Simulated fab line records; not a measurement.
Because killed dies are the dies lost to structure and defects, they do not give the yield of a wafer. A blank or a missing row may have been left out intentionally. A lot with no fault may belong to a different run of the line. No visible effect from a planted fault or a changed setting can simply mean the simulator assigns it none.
fab line records	flow gf180mcu	part 1 of 2: steps 1 to 30 of 42
[record] lots = 5	wafers = 15	last_day = 33
route steps=602 shown SALICIDE@286 CONTACT@287 M1@315
lots that met no fault: from a run of the same line without faults
start_h: hours from the record's first day to the start of the lot's first wafer shown	wait_h: time in hours since the lot's previous step	" unchanged from the row above	L1.1+2: several wafers, shown together as one row	- no value present, or no start provided	* or withheld: withheld	< > ~ a bound
route shown NAME@n: a module of which the file shows steps, and the number in the route of the first	usual: mean/standard deviation taken from wafers without a fault	same: alike in all rows	chamber/n: place in a boat	sites: the reading at each site	_std_site: how widely they spread, as a standard deviation	_edge_site: inner sites' mean taken away from outer sites' mean	radius_mm: for every site, how far away it sits from the centre of the wafer	mask NAME#n: copy n	behind: the most recent tool/chamber to have shaped the wafer	hold: why the lot was held/for how many hours/how that ended	device: the n, p or np transistor that did not switch	end of line: the same wafers' tests at the end of the route	for a step that has no rows: nothing shown but its recipe	killed: dies lost to structure and defects at the first sort, not the wafer's yield	map: per-die view of a wafer (x killed, . not killed, _ where there is no die)
set.NAME: the setting as run; set.NAME@STEP: as run at that earlier step	model.NAME: the simulator's own value behind a step, which no gauge read
lots at some steps of the route; a table a step, a row a wafer
services: a tool's chamber out of use, with start hour (start_h, from the record's first day; less than 0 if before it), hours out, and reason
[[steps]]
[step GF_SALICIDE_RTA_08]
[recipe] temp_c = 800	time_s = 30	ambient = N2
[usual] lamp_power_pct = 19.9/2.1	wafer_temp_C_max = 802.9/0.56
lot.wafer	tool	chamber	start_h	wait_h	lamp_power_pct	wafer_temp_C_max
L074.1	rtp_anneal-02	0	342.77	0.0	16.3	802.1
L074.5	"	0	"	"	16.3	802.6
L074.6	"	0	"	"	16.3	802.9
L081.1	rtp_anneal-01	0	398.07	0.0	21.2	802.1
L081.5	"	0	"	"	21.1	802.4
L081.6	"	0	"	"	21.2	802.6
L085.3	rtp_anneal-01	0	443.55	0.0	21.1	802.9
L085.4	"	0	"	"	21.1	803.7
L085.5	"	0	"	"	21.1	803.9
L086.2	rtp_anneal-01	0	446.36	0.0	21.1	803.9
L086.3	"	0	"	"	21.1	802.9
L086.5	"	0	"	"	21.1	802.6
L091.1	rtp_anneal-01	0	489.25	0.0	21.2	802.6
L091.4	"	0	"	"	21.2	803.4
L091.6	"	0	"	"	21.1	803.6
[step GF_CONTACT_CVD_00]
[recipe] material = SiO2	target_thk_nm = 300	sigma_open_frac = 0.3	temp_c = 400	time_s = 50	sih4_flow_sccm = 60	pressure_mtorr = 6
lot.wafer	tool	chamber	start_h	wait_h
L074.1+5+6	hdpcvd-02	1,1,2	342.87	0.1
L081.1+5+6	hdpcvd-01	0,2,0	398.17	0.1
L085.3+4+5	hdpcvd-02	0,2,1	443.62	0.1
L086.2+3+5	hdpcvd-02	2,1,1	446.44	0.1
L091.1+4+6	hdpcvd-02	2,2,0	489.35	0.1
[step GF_CONTACT_THK_MEAS_01]
[recipe] reads = SiO2_of_CONTACT_CVD_00
[usual] CONTACT_CVD_00_THK = 298/3.2
lot.wafer	tool	chamber	start_h	wait_h	CONTACT_CVD_00_THK[nm]
L074.1	film_metro-01	-	342.91	0.0	294
L074.5	"	-	"	"	292
L074.6	"	-	"	"	296
L081.1	film_metro-04	-	398.21	0.0	298
L081.5	"	-	"	"	296
L081.6	"	-	"	"	302
L085.3	film_metro-01	-	443.68	0.0	298
L085.4	"	-	"	"	303
L085.5	"	-	"	"	300
L086.2	film_metro-03	-	446.49	0.0	304
L086.3	"	-	"	"	304
L086.5	"	-	"	"	301
L091.1	film_metro-03	-	489.39	0.0	297
L091.4	"	-	"	"	300
L091.6	"	-	"	"	295
[step GF_CONTACT_CVD_02]
[recipe] material = SiO2	target_thk_nm = 860	precursor = TEOS	temp_c = 400	time_s = 95.992	rf_w = 600
[usual] heater_power_w = 680/100
lot.wafer	tool	chamber	start_h	wait_h	heater_power_w
L074.1	pecvd-01	0	342.97	0.1	648
L074.5	"	2	"	"	579
L074.6	"	1	"	"	566
L081.1	pecvd-03	1	398.27	0.1	762
L081.5	"	2	"	"	609
L081.6	"	0	"	"	759
L085.3	pecvd-01	2	443.72	0.0	503
L085.4	"	1	"	"	683
L085.5	"	2	"	"	567
L086.2	pecvd-01	0	446.54	0.0	751
L086.3	"	2	"	"	521
L086.5	"	0	"	"	610
L091.1	pecvd-03	0	489.45	0.1	912
L091.4	"	1	"	"	795
L091.6	"	2	"	"	764
[step GF_CONTACT_THK_MEAS_03]
[recipe] reads = SiO2_of_CONTACT_CVD_02
[usual] CONTACT_CVD_02_THK = 860/11
lot.wafer	tool	chamber	start_h	wait_h	CONTACT_CVD_02_THK[nm]
L074.1	film_metro-04	-	343.04	0.0	842
L074.5	"	-	"	"	860
L074.6	"	-	"	"	868
L081.1	film_metro-01	-	398.34	0.0	866
L081.5	"	-	"	"	869
L081.6	"	-	"	"	866
L085.3	film_metro-03	-	443.81	0.1	843
L085.4	"	-	"	"	884
L085.5	"	-	"	"	859
L086.2	film_metro-04	-	446.70	0.1	852
L086.3	"	-	"	"	850
L086.5	"	-	"	"	870
L091.1	film_metro-04	-	489.52	0.0	855
L091.4	"	-	"	"	873
L091.6	"	-	"	"	863
[step GF_CONTACT_CMP_04]
[recipe] material = SiO2	down_force_psi = 4	platen_rpm = 60	pad_velocity_m_s = 0.94248
[usual] edge_zone_pressure_frac = 1.000/0.0048	motor_current_A = 11.9/1.4	time_to_endpoint_s = 112/5.3
lot.wafer	tool	chamber	start_h	wait_h	edge_zone_pressure_frac	motor_current_A	time_to_endpoint_s
L074.1	cmp-01	0	343.15	0.1	1.000	12.7	106
L074.5	"	3	"	"	0.999	12.0	110
L074.6	"	0	"	"	1.003	11.1	114
L081.1	cmp-01	0	398.55	0.2	1.007	12.1	110
L081.5	"	1	"	"	0.996	14.2	113
L081.6	"	2	"	"	0.998	10.5	107
L085.4	cmp-02	1	443.85	0.0	1.008	10.3	117
L085.3	"	2	"	"	0.993	12.4	110
L085.5	"	2	"	"	1.003	12.3	117
L086.2	cmp-02	1	446.75	0.0	0.993	9.9	104
L086.3	"	3	"	"	1.002	13.1	105
L086.5	"	2	"	"	1.000	11.8	119
L091.4	cmp-01	2	489.58	0.0	1.001	10.3	115
L091.1	"	3	"	"	0.993	12.0	105
L091.6	"	2	"	"	1.008	10.2	112
[step GF_CONTACT_BOW_MEAS_05]
[recipe] mode = bow
[usual] CONTACT_BOW = 64/6.4
lot.wafer	tool	chamber	start_h	wait_h	CONTACT_BOW[um]
L074.1	film_metro-04	-	343.40	0.2	61
L074.5	"	-	"	"	65
L074.6	"	-	"	"	68
L081.1	film_metro-04	-	398.70	0.1	65
L081.5	"	-	"	"	70
L081.6	"	-	"	"	64
L085.3	film_metro-04	-	444.19	0.2	51
L085.4	"	-	"	"	64
L085.5	"	-	"	"	67
L086.2	film_metro-01	-	447.07	0.3	67
L086.3	"	-	"	"	66
L086.5	"	-	"	"	63
L091.1	film_metro-01	-	489.88	0.2	73
L091.4	"	-	"	"	80
L091.6	"	-	"	"	63
[step GF_CONTACT_DEHYDRATE_06]
[recipe] temp_c = 200	time_s = 60
lot.wafer	tool	chamber	start_h	wait_h
L074.1+5+6	litho_track-01	0	354.17	10.7
L081.1+5+6	litho_track-02	0	410.28	11.6
L085.3+4+5	litho_track-02	0	455.98	11.8
L086.2+3+5	litho_track-02	0	458.86	11.8
L091.1+4+6	litho_track-02	0	500.83	10.9
[step GF_CONTACT_HMDS_07]
[recipe] prime_time_s = 60	prime_temp_c = 120
[same] prime_time_s = 60
lot.wafer	tool	chamber	start_h	wait_h
L074.1+5+6	litho_track-01	0	354.32	0.1
L081.1+5+6	litho_track-02	0	410.43	0.1
L085.3+4+5	litho_track-02	0	456.13	0.1
L086.2+3+5	litho_track-02	0	459.01	0.1
L091.1+4+6	litho_track-02	0	500.98	0.1
[step GF_CONTACT_COAT_08]
[recipe] resist = BARC	temp_c = withheld	time_s = withheld	spin_rpm = withheld	resist_thk_nm = withheld
lot.wafer	tool	chamber	start_h	wait_h
L074.1+5+6	litho_track-01	0	354.47	0.1
L081.1+5+6	litho_track-02	0	410.58	0.1
L085.3+4+5	litho_track-02	0	456.28	0.1
L086.2+3+5	litho_track-02	0	459.16	0.1
L091.1+4+6	litho_track-02	0	501.13	0.1
[step GF_CONTACT_COAT_09]
[recipe] resist = KrF	spin_rpm = withheld	resist_thk_nm = 1000
lot.wafer	tool	chamber	start_h	wait_h
L074.1+5+6	litho_track-01	0	-	-
L081.1+5+6	litho_track-02	0	-	-
L085.3+4+5	litho_track-02	0	-	-
L086.2+3+5	litho_track-02	0	-	-
L091.1+4+6	litho_track-02	0	-	-
[step GF_CONTACT_SOFTBAKE_10]
[recipe] temp_c = 130	time_s = 60	resist = KrF
lot.wafer	tool	chamber	start_h	wait_h
L074.1+5+6	litho_track-01	0	-	-
L081.1+5+6	litho_track-02	0	-	-
L085.3+4+5	litho_track-02	0	-	-
L086.2+3+5	litho_track-02	0	-	-
L091.1+4+6	litho_track-02	0	-	-
[step GF_CONTACT_EXPOSE_11]
[recipe] mask_id = Contact	target_cd_nm = 220	na = 0.68	source_shape = conventional	sigma_outer = 0.6	dose_mj = 38
lot.wafer	tool	chamber	start_h	wait_h	mask
L074.1+5+6	krf_scanner-01	0	-	-	Contact#0
L081.1+5+6	krf_scanner-01	0	-	-	Contact#0
L085.3+4+5	krf_scanner-01	0	-	-	Contact#0
L086.2+3+5	krf_scanner-01	0	-	-	Contact#0
L091.1+4+6	krf_scanner-02	0	-	-	Contact#0
[step GF_CONTACT_PEB_12]
[recipe] peb_temp_c = 135	peb_time_s = 90	resist = KrF
lot.wafer	tool	chamber	start_h	wait_h
L074.1+5+6	litho_track-01	0	-	-
L081.1+5+6	litho_track-04	0	-	-
L085.3+4+5	litho_track-02	0	-	-
L086.2+3+5	litho_track-04	0	-	-
L091.1+4+6	litho_track-04	0	-	-
[step GF_CONTACT_DEVELOP_13]
[recipe] develop_time_s = 60	resist = KrF	dev_temp_c = 21
lot.wafer	tool	chamber	start_h	wait_h
L074.1+5+6	litho_track-01	0	365.77	0.2
L081.1+5+6	litho_track-04	0	422.34	0.2
L085.3+4+5	litho_track-02	0	468.78	0.1
L086.2+3+5	litho_track-04	0	470.81	0.2
L091.1+4+6	litho_track-04	0	513.09	0.2
[step GF_CONTACT_CD_MEAS_14]
[recipe] target_cd_nm = 220
[usual] cd_nm = 220.1/1.6
lot.wafer	tool	chamber	start_h	wait_h	cd_nm
L074.1	cd_sem-02	-	365.92	0.1	218.0
L074.5	"	-	"	"	217.1
L074.6	"	-	"	"	217.6
L081.1	cd_sem-01	-	422.49	0.1	223.0
L081.5	"	-	"	"	222.4
L081.6	"	-	"	"	222.3
L085.3	cd_sem-01	-	468.92	0.1	220.6
L085.4	"	-	"	"	219.2
L085.5	"	-	"	"	218.3
L086.2	cd_sem-01	-	470.96	0.1	219.5
L086.3	"	-	"	"	219.7
L086.5	"	-	"	"	219.6
L091.1	cd_sem-02	-	513.24	0.1	220.5
L091.4	"	-	"	"	219.6
L091.6	"	-	"	"	220.5
[step GF_CONTACT_OVL_MEAS_15]
[usual] CONTACT_OVL = -1/4.9
lot.wafer	tool	chamber	start_h	wait_h	CONTACT_OVL[nm]
L074.1	overlay-02	-	366.04	0.1	-1
L074.5	"	-	"	"	-9
L074.6	"	-	"	"	-2
L081.1	overlay-01	-	422.61	0.1	-1
L081.5	"	-	"	"	-3
L081.6	"	-	"	"	-3
L085.3	overlay-02	-	469.01	0.1	-4
L085.4	"	-	"	"	8
L085.5	"	-	"	"	4
L086.2	overlay-02	-	471.06	0.1	4
L086.3	"	-	"	"	9
L086.5	"	-	"	"	3
L091.1	overlay-02	-	513.36	0.1	-1
L091.4	"	-	"	"	-4
L091.6	"	-	"	"	-6
[step GF_CONTACT_ETCH_16]
[recipe] chemistry = N2/H2	target_depth_a = withheld	overetch_a = withheld	time_s = withheld	target = BARC	ion_energy_ev = 200	source_w = 500	bias_w = 100	pressure_mtorr = 30	n2_flow_sccm = 100	h2_flow_sccm = 200
[usual] drypump_motor_current_A = 5.6/0.58	n2_flow_sccm = 100.0/0.32	oes_product_au = 0.855/0.0045	throttle_valve_pct = 13.224/0.0082
lot.wafer	tool	chamber	start_h	wait_h	drypump_motor_current_A	n2_flow_sccm	oes_product_au	throttle_valve_pct
L074.1	rie_diel-01	3	366.08	0.0	6.1	99.9	0.860	13.221
L074.5	"	0	"	"	5.3	100.3	0.853	13.220
L074.6	"	1	"	"	4.7	100.4	0.856	13.223
L081.1	rie_diel-04	3	422.65	0.0	5.3	99.8	0.850	13.224
L081.5	"	3	"	"	5.3	99.8	0.853	13.217
L081.6	"	0	"	"	5.2	100.1	0.857	13.217
L085.3	rie_diel-03	2	469.04	0.0	5.4	99.6	0.857	13.227
L085.4	"	1	"	"	4.7	100.2	0.861	13.215
L085.5	"	1	"	"	4.8	99.9	0.854	13.218
L086.2	rie_diel-04	2	471.09	0.0	5.8	100.2	0.857	13.217
L086.3	"	1	"	"	6.1	100.2	0.855	13.219
L086.5	"	2	"	"	5.8	99.9	0.861	13.233
L091.1	rie_diel-03	0	513.39	0.0	6.7	99.8	0.860	13.235
L091.4	"	2	"	"	5.4	100.4	0.851	13.237
L091.6	"	0	"	"	6.6	99.9	0.849	13.232
[step GF_CONTACT_ETCH_17]
[recipe] chemistry = C4F8/O2/Ar	mask_material = KrF	target = SiO2	stop_on = CoSi2	source_w = 1500	bias_w = 1200	pressure_mtorr = 40	c4f8_flow_sccm = withheld	O2_flow_sccm = 6	Ar_flow_sccm = 300	time_s = withheld	target_depth_a = 8600
[usual] oes_product_au = 0.814/0.0049
lot.wafer	tool	chamber	start_h	wait_h	oes_product_au
L074.1	rie_diel-01	3	-	-	0.812
L074.5	"	0	"	"	0.810
L074.6	"	1	"	"	0.819
L081.1	rie_diel-04	3	-	-	0.821
L081.5	"	3	"	"	0.808
L081.6	"	0	"	"	0.812
L085.3	rie_diel-03	2	-	-	0.820
L085.4	"	1	"	"	0.813
L085.5	"	1	"	"	0.814
L086.2	rie_diel-04	2	-	-	0.822
L086.3	"	1	"	"	0.816
L086.5	"	2	"	"	0.810
L091.1	rie_diel-03	0	-	-	0.816
L091.4	"	2	"	"	0.818
L091.6	"	0	"	"	0.809
[step GF_CONTACT_STRIP_18]
[recipe] chemistry = O2/N2	power_w = 1400	pressure_mtorr = 1500	platen_temp_c = 250	o2_flow_sccm = 3000	n2_flow_sccm = 300	overash_fraction = 0.5
[usual] drypump_motor_current_A = 5.9/0.61	heater_power_w = 325/23	n2_flow_sccm = 300.1/0.9	oes_product_au = 0.581/0.0052
lot.wafer	tool	chamber	start_h	wait_h	drypump_motor_current_A	heater_power_w	n2_flow_sccm	oes_product_au	rf_hours_counter_h
L074.1	plasma_asher-01	1	366.24	-	6.2	322	299.7	0.586	62
L074.5	"	1	"	"	6.2	337	299.4	0.586	-
L074.6	"	0	"	"	6.1	293	300.3	0.580	-
L081.1	plasma_asher-03	0	422.81	-	6.8	336	301.0	0.576	76
L081.5	"	0	"	"	6.8	334	300.6	0.576	-
L081.6	"	1	"	"	4.9	315	298.4	0.583	-
L085.3	plasma_asher-03	0	469.24	-	6.8	335	300.5	0.579	-
L085.4	"	1	"	"	5.0	307	299.5	0.585	-
L085.5	"	1	"	"	5.0	316	299.3	0.580	-
L086.2	plasma_asher-04	1	471.26	-	5.7	302	298.4	0.577	5
L086.3	"	0	"	"	5.8	366	300.4	0.585	-
L086.5	"	1	"	"	5.7	304	299.2	0.585	-
L091.1	plasma_asher-03	1	513.56	-	4.9	324	300.2	0.581	85
L091.4	"	1	"	"	4.9	318	300.9	0.569	-
L091.6	"	0	"	"	6.8	327	301.1	0.578	-
[step GF_CONTACT_CLEAN_19]
[recipe] chemistry = SPM
lot.wafer	tool	chamber	start_h	wait_h
L074.1+5+6	wet_bench-03	3	366.34	0.1
L081.1+5+6	wet_bench-04	1	422.91	0.1
L085.3+4+5	wet_bench-04	3	469.30	0.0
L086.2+3+5	wet_bench-01	2	471.36	0.1
L091.1+4+6	wet_bench-01	3	513.66	0.1
[step GF_CONTACT_CLEAN_20]
[recipe] chemistry = DIW
lot.wafer	tool	chamber	start_h	wait_h
L074.1+5+6	wet_bench-04	2	366.43	0.0
L081.1+5+6	wet_bench-01	2	423.01	0.0
L085.3+4+5	wet_bench-03	3	469.39	0.0
L086.2+3+5	wet_bench-03	3	471.46	0.0
L091.1+4+6	wet_bench-03	0	513.75	0.0
[step GF_CONTACT_CLEAN_21]
[recipe] chemistry = dHF	time_s = 20	dilution = 100:1	dry = ipa_marangoni
lot.wafer	tool	chamber	start_h	wait_h
L074.1+5+6	wet_bench-01	0	366.52	0.0
L081.1+5+6	wet_bench-03	2	423.11	0.0
L085.3+4+5	wet_bench-04	0	469.49	0.0
L086.2+3+5	wet_bench-01	2	471.55	0.0
L091.1+4+6	wet_bench-04	1	513.84	0.0
[step GF_CONTACT_SPUTTER_22]
[recipe] material = Ti	target_thk_nm = 15	chamber_pressure_pa = 5	power_w = 2500	substrate_temp_c = 200	time_s = 80.02
[usual] throttle_valve_pct = 30.4/0.99
lot.wafer	tool	chamber	start_h	wait_h	throttle_valve_pct
L074.1	pvd_sputter-01	-	366.54	0.0	30.3
L074.5	"	-	"	"	29.7
L074.6	"	-	"	"	30.7
L081.1	pvd_sputter-01	-	423.12	0.0	30.8
L081.5	"	-	"	"	30.5
L081.6	"	-	"	"	31.1
L085.3	pvd_sputter-01	-	469.50	0.0	31.0
L085.4	"	-	"	"	31.0
L085.5	"	-	"	"	29.5
L086.2	pvd_sputter-01	-	471.56	0.0	29.1
L086.3	"	-	"	"	30.5
L086.5	"	-	"	"	30.7
L091.1	pvd_sputter-01	-	513.85	0.0	31.0
L091.4	"	-	"	"	29.4
L091.6	"	-	"	"	31.1
[step GF_CONTACT_SPUTTER_23]
[recipe] material = TiN	target_thk_nm = 10	chamber_pressure_pa = 5	power_w = 4000	time_s = 40
[usual] throttle_valve_pct = 30.4/0.97
lot.wafer	tool	chamber	start_h	wait_h	throttle_valve_pct
L074.1	pvd_sputter-01	-	366.60	0.0	30.5
L074.5	"	-	"	"	29.4
L074.6	"	-	"	"	30.6
L081.1	pvd_sputter-01	-	423.18	0.0	30.6
L081.5	"	-	"	"	30.6
L081.6	"	-	"	"	30.8
L085.3	pvd_sputter-01	-	469.56	0.0	30.6
L085.4	"	-	"	"	30.9
L085.5	"	-	"	"	29.4
L086.2	pvd_sputter-01	-	471.63	0.0	29.6
L086.3	"	-	"	"	30.4
L086.5	"	-	"	"	30.8
L091.1	pvd_sputter-01	-	513.92	0.0	31.0
L091.4	"	-	"	"	29.5
L091.6	"	-	"	"	31.1
[step GF_CONTACT_CVD_24]
[recipe] material = W	target_thk_nm = 300	time_s = 90.339	temp_c = 400	pressure_torr = 40
[usual] heater_power_w = 913/160
lot.wafer	tool	chamber	start_h	wait_h	heater_power_w
L074.1	cvd_w-01	0	366.64	0.0	951
L074.5	"	0	"	"	928
L074.6	"	1	"	"	1096
L081.1	cvd_w-01	1	423.22	0.0	1098
L081.5	"	0	"	"	951
L081.6	"	1	"	"	1143
L085.3	cvd_w-01	0	469.63	0.1	951
L085.4	"	1	"	"	1133
L085.5	"	0	"	"	944
L086.2	cvd_w-02	1	471.66	0.0	777
L086.3	"	0	"	"	696
L086.5	"	1	"	"	767
L091.1	cvd_w-01	1	513.95	0.0	1130
L091.4	"	1	"	"	1121
L091.6	"	1	"	"	1128
[step GF_CONTACT_RS_MEAS_25]
[recipe] thk_meas_gauge = four-point-probe	reads = W_of_CONTACT_CVD_24+TiN_of_CONTACT_SPUTTER_23+Ti_of_CONTACT_SPUTTER_22
[usual] CONTACT_W_RS = 0.383/0.0051
lot.wafer	tool	chamber	start_h	wait_h	CONTACT_W_RS[ohm/sq]
L074.1	film_metro-03	-	366.74	0.1	0.386
L074.5	"	-	"	"	0.380
L074.6	"	-	"	"	0.382
L081.1	film_metro-04	-	423.32	0.1	0.383
L081.5	"	-	"	"	0.380
L081.6	"	-	"	"	0.381
L085.3	film_metro-03	-	469.74	0.1	0.381
L085.4	"	-	"	"	0.375
L085.5	"	-	"	"	0.383
L086.2	film_metro-04	-	471.78	0.1	0.387
L086.3	"	-	"	"	0.384
L086.5	"	-	"	"	0.384
L091.1	film_metro-04	-	514.06	0.1	0.382
L091.4	"	-	"	"	0.382
L091.6	"	-	"	"	0.381
[step GF_CONTACT_THK_MEAS_26]
[recipe] thk_meas_gauge = xrf	reads = W_of_CONTACT_CVD_24
[usual] CONTACT_W_THK = 298/4.6
lot.wafer	tool	chamber	start_h	wait_h	CONTACT_W_THK[nm]
L074.1	film_metro-03	-	366.86	0.1	296
L074.5	"	-	"	"	303
L074.6	"	-	"	"	301
L081.1	film_metro-04	-	423.44	0.1	299
L081.5	"	-	"	"	299
L081.6	"	-	"	"	300
L085.3	film_metro-03	-	469.84	0.1	303
L085.4	"	-	"	"	307
L085.5	"	-	"	"	302
L086.2	film_metro-04	-	471.89	0.1	295
L086.3	"	-	"	"	296
L086.5	"	-	"	"	298
L091.1	film_metro-04	-	514.18	0.1	300
L091.4	"	-	"	"	299
L091.6	"	-	"	"	302
[step GF_CONTACT_CMP_27]
[recipe] stop_on = SiO2	down_force_psi = 3.5	platen_rpm = 60	t_overpolish_s = 15	target_thk_nm = 0	pad_velocity_m_s = 0.94248
[usual] edge_zone_pressure_frac = 1.001/0.0053	motor_current_A = 10.8/1	overpolish_run_s = 15.000/0.0094	time_to_endpoint_s = 74/3.6
lot.wafer	tool	chamber	start_h	wait_h	edge_zone_pressure_frac	motor_current_A	overpolish_run_s	time_to_endpoint_s
L074.1	cmp-02	2	367.07	0.2	0.997	11.0	15.015	76
L074.6	"	3	"	"	0.998	11.3	14.996	73
L074.5	"	0	"	"	1.004	10.5	15.007	71
L081.1	cmp-01	2	423.65	0.2	0.994	9.0	15.009	70
L081.6	"	3	"	"	1.012	11.1	14.994	74
L081.5	"	0	"	"	0.998	10.8	14.998	70
L085.4	cmp-02	1	469.93	0.1	0.998	9.0	14.993	74
L085.3	"	2	"	"	0.999	11.3	15.000	76
L085.5	"	0	"	"	0.998	9.9	14.988	73
L086.2	cmp-02	1	472.04	0.1	0.997	9.2	14.991	78
L086.3	"	2	"	"	1.011	11.1	15.008	84
L086.5	"	0	"	"	1.006	10.3	14.996	75
L091.1	cmp-01	3	514.29	0.1	0.992	11.1	15.006	68
L091.4	"	0	"	"	1.005	11.3	14.990	67
L091.6	"	2	"	"	0.993	9.8	14.989	69
[step GF_M1_SPUTTER_00]
[recipe] material = Ti	target_thk_nm = 37.5	arriving_ion_energy_ev = 80	substrate_temp_c = 200	chamber_pressure_pa = 2	power_w = 4000	time_s = 150
[usual] throttle_valve_pct = 30.6/1.1
lot.wafer	tool	chamber	start_h	wait_h	throttle_valve_pct
L074.1	pvd_sputter-02	-	367.22	0.1	31.3
L074.5	"	-	"	"	32.1
L074.6	"	-	"	"	31.0
L081.1	pvd_sputter-02	-	423.80	0.1	29.1
L081.5	"	-	"	"	31.3
L081.6	"	-	"	"	30.9
L085.3	pvd_sputter-02	-	470.18	0.1	32.3
L085.4	"	-	"	"	31.3
L085.5	"	-	"	"	30.6
L086.2	pvd_sputter-04	-	472.24	0.1	30.6
L086.3	"	-	"	"	27.7
L086.5	"	-	"	"	30.9
L091.1	pvd_sputter-04	-	514.54	0.2	31.3
L091.4	"	-	"	"	30.1
L091.6	"	-	"	"	27.5
